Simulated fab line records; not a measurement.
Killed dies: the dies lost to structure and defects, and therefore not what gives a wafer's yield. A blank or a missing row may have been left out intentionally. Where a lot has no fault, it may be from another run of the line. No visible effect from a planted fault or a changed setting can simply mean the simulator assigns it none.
Tool commonality check -- flow gf180mcu -- Lots sampled 14, wafers sampled 42

## REASON IT WAS OPENED
2 of 14 lots carry a flag on the reading HV_LDD_4_TW at GF_HV_LDD_TW_MEAS_50. Wafers without a fault read 570, standard deviation 3.
Rule: a lot is flagged when every wafer of it that has a number lies more than 4 standard deviations from that mean, or none has a number. As for the other lots, they are considered sound.

lot,measured,on,"HV_LDD_4_TW, wafer by wafer",flag
L547,day 12 10:17,film metro-03,573 572 569,
L548,day 12 19:30,film metro-04,567 565 567,
L549,day 13 02:40,film metro-03,573 571 569,
L550,day 13 11:25,film metro-01,565 566 568,
L551,day 13 14:46,film metro-03,712 709 713,FLAGGED
L557,day 15 19:12,film metro-04,705 704 701,FLAGGED
L561,day 17 02:46,film metro-01,575 577 573,
L562,day 17 08:24,film metro-04,571 570 569,
L563,day 17 19:14,film metro-01,575 575 579,
L565,day 18 07:19,film metro-04,569 568 569,
L567,day 18 22:44,film metro-04,568 564 568,
L568,day 19 07:13,film metro-04,568 571 569,
L569,day 19 17:38,film metro-03,570 570 571,
L564,day 21 05:23,film metro-01,573 572 572,
On average the flagged lots' numbers are 707, which is +137 against the usual, or +46 standard deviations.

## EACH LOT AND THE TOOL IT RAN ON
The record holds 1 process step before the reading, out of a route of 602 steps. Read each cell as the tool, then ch plus the chambers that the sampled wafers visited, then the start.
lot,flag,GF_HV_LDD_IMPLANT_48
L547,,"implanter-01 ch 0, day 12 10:02"
L548,,"implanter-03 ch 0, day 12 19:17"
L549,,"implanter-04 ch 0, day 13 02:25"
L550,,"implanter-03 ch 0, day 13 11:10"
L551,FLAGGED,"implanter-01 ch 0, day 13 14:08"
L557,FLAGGED,"implanter-03 ch 0, day 15 18:38 and implanter-01 ch 0, day 15 18:57"
L561,,"implanter-04 ch 0, day 17 02:31"
L562,,"implanter-04 ch 0, day 17 08:10"
L563,,"implanter-04 ch 0, day 17 18:59"
L565,,"implanter-04 ch 0, day 18 07:05"
L567,,"implanter-04 ch 0, day 18 22:29"
L568,,"implanter-04 ch 0, day 19 06:58"
L569,,"implanter-01 ch 0, day 19 17:23"
L564,,"implanter-03 ch 0, day 21 05:08"
What is done by these steps:
- GF_HV_LDD_IMPLANT_48
- GF_HV_LDD_TW_MEAS_50

## FLAGGED OVER TOTAL, TOOL BY TOOL (the gauges that took the reading come last)
step,tool,lots run,flagged,share of the flagged lots,sound lots run after its first flagged lot
GF_HV_LDD_IMPLANT_48,implanter-01,4,2,all,1 (L569)
GF_HV_LDD_IMPLANT_48,implanter-03,4,1,some,1 (L564)
GF_HV_LDD_IMPLANT_48,implanter-04,7,0,none,-
GF_HV_LDD_TW_MEAS_50,film metro-01,4,0,none,-
GF_HV_LDD_TW_MEAS_50,film metro-03,4,1,some,1 (L569)
GF_HV_LDD_TW_MEAS_50,film metro-04,6,1,some,"4 (L562,L565,L567,L568)"

## THE TABLE: WHAT IT ALLOWS
All flagged lots share 1 row of the table, namely implanter-01 at GF_HV_LDD_IMPLANT_48.
- implanter-01 at GF_HV_LDD_IMPLANT_48 ran 4 lots, 2 of them flagged. Sound lots followed the first flagged one (L569) on it, something a lasting fault affecting the whole tool could not allow.
None of the table's rows ran every flagged lot and, after the first, no sound lot.

## WHAT THE SIMULATOR HAD INSERTED
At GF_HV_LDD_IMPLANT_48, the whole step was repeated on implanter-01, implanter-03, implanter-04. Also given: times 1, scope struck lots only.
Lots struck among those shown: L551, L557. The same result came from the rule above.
